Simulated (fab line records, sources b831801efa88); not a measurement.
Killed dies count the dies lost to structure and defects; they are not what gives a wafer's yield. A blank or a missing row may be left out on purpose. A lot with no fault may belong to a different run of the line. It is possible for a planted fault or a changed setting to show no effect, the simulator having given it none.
Struck lot and sound lot, side by side | flow gf180mcu | 14 steps out of a route of 602
Sound: wafers L696.1, L696.3, L696.4. Wafers L691.2, L691.3, L691.4 were the ones struck. The cause comes at the end.
Order at every step that has rows: each side's tool, ch and its chambers, its first start. Under that, the readings that differ: sound wafers | struck wafers | difference of the means | sigmas: that difference in standard deviations of wafers without a fault.
alike: a reading whose means differ by less than 2 such deviations, as well as words and numbers matching on both sides. not compared: withheld readings; readings where some wafer has no value; bounds like >300 that might hide an equal value; numbers whose values overlap and for which the record gives no deviation.
Wherever a step has rows on one side only, a row that says differs or no value, or a row with sigmas, the two part there. Non-overlapping numbers with no deviation appear without sigmas and do not part them. A reading missing from all wafers of one side parts the sides only when that side holds two or more wafers.

first, 1 step without rows for these wafers: GF_V4_CVD_00 (deposits SiO2, target thk 600 nm, time 100 s).
GF_V4_THK_MEAS_01:
  struck on film metro-04, day 27 09:05; sound on film metro-02, day 28 20:11
  alike: V4_CVD_00_THK
GF_V4_CVD_02: deposits SiO2 from TEOS, target thk 850 nm, time 94.851 s.
  sound on pecvd-03 ch 0,2, day 28 20:14; struck on pecvd-04 ch 1,2, day 27 09:08
  alike: heater power w
GF_V4_THK_MEAS_03:
  struck on film metro-02, day 27 09:13; sound on film metro-04, day 28 20:19
  alike: V4_CVD_02_THK
GF_V4_CMP_04: polishes SiO2.
  sound on cmp-01 ch 0,1,3, day 28 20:22; struck on cmp-02 ch 0,1,3, day 27 09:16
  alike: motor current A, slurry filter dp kPa, time to endpoint s
GF_V4_BOW_MEAS_05:
  struck on film metro-04, day 27 09:35; sound on film metro-01, day 28 20:40
  alike: V4_BOW
then, 6 steps without rows for these wafers: GF_V4_DEHYDRATE_06 (time 60 s); GF_V4_HMDS_07 (prime time 60 s); GF_V4_COAT_08; GF_V4_COAT_09 (resist thk 1000 nm); GF_V4_SOFTBAKE_10 (time 60 s); GF_V4_EXPOSE_11 (exposes mask Via4, target cd 260 nm).
GF_V4_PEB_12: peb time 90 s.
  struck on litho track-04, day 28 05:08; sound on litho track-01 ch 0, day 29 15:20
  no value came back on the struck wafers for chill plate temp C (C), exhaust pa (Pa), resist line temp C (C); on the sound wafers chill plate temp C (C) reads 22.90 22.86 22.95
then, 1 step without rows for these wafers: GF_V4_DEVELOP_13 (develop time 60 s).

== WHERE THEY PART ==
Within this record, at GF_V4_PEB_12 only.

WHY: the cause the simulator had injected
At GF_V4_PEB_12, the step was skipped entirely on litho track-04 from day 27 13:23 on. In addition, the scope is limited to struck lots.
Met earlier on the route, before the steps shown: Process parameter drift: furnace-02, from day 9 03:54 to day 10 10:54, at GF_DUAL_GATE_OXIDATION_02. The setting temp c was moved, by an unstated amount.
